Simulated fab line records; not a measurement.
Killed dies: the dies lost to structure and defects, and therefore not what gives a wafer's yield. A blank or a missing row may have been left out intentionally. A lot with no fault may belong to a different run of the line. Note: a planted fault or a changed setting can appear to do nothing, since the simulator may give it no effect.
A struck lot beside a sound one    flow sky130    14 steps out of a route of 708
Sound: the wafers L321.1, L321.2, L321.3. Wafers struck: L324.1, L324.2, L324.4. The cause is named last.
For every step that has rows: the tool of each side, followed by ch and its chambers, followed by its first start. Under that, the readings that differ: sound wafers    struck wafers    difference of the means    sigmas: that difference in standard deviations of wafers without a fault.
alike: readings with means less than 2 such deviations apart, plus words and numbers identical on both sides. not compared: withheld readings, readings lacking a value on some wafer, bounds such as >300 that could conceal the same value, and numbers that have no deviation in the record and whose values overlap.
The two part at a step that has a row with sigmas, a row that says differs or no value, or rows on one side only. Numbers that have no deviation but don't overlap get no sigmas and don't part them. A reading missing from all wafers of one side parts the sides only when that side holds two or more wafers.

SKY_CAP2M_OVL_MEAS_12:
  sound: overlay-02 at day 41 08:07; struck: overlay-02 at day 42 16:08
  alike: CAP2M_OVL
SKY_CAP2M_METAL_ETCH_13: etches TiN in Cl2/BCl3, stops on SiO2, target depth 220 nm, time 62.9 s.
  sound on rie_metal-04 ch 0,1, day 41 08:09; struck on rie_metal-03 ch 0,1, day 42 16:10
  alike: drypump_motor_current_A, oes_product_au, throttle_valve_pct
  not compared: rf_hours_counter_h
SKY_CAP2M_STRIP_14: strips in O2/N2.
  sound on plasma_asher-02 ch 0,1, day 41 08:15; struck on plasma_asher-01 ch 0,1, day 42 16:15
  alike: drypump_motor_current_A, oes_product_au, strip_time_to_endpoint_s
  not compared: rf_hours_counter_h
then, 9 steps without rows for these wafers: SKY_CAP2M_STRIP_15 (strips in post etch residue remover, time 1200 s); SKY_CAP2M_CLEAN_16 (cleans in IPA, time 180 s); SKY_CAP2M_CLEAN_17 (cleans in O3/DIW); SKY_METAL4_DEHYDRATE_05 (time 60 s); SKY_METAL4_HMDS_06 (prime time 60 s); SKY_METAL4_COAT_07 (resist thk 60 nm); SKY_METAL4_COAT_08 (resist thk 1140 nm); SKY_METAL4_SOFTBAKE_09 (time 90 s); SKY_METAL4_EXPOSE_10 (exposes mask MM4, target cd 300 nm).
SKY_METAL4_PEB_11:
  sound on litho_track-03 ch 0, day 42 08:00; struck on litho_track-03, day 43 15:00
reading          sound           struck  difference                     sigmas
exhaust_pa (Pa)  46.3 44.0 44.7  - - -   no value on the struck wafers  
  not compared: chill_plate_temp_C
then, 1 step without rows for these wafers: SKY_METAL4_DEVELOP_12 (develop time 60 s).

WHERE THEY PART
At SKY_METAL4_PEB_11 and nowhere else, as far as this record goes.

WHY: what had been put in by the simulator
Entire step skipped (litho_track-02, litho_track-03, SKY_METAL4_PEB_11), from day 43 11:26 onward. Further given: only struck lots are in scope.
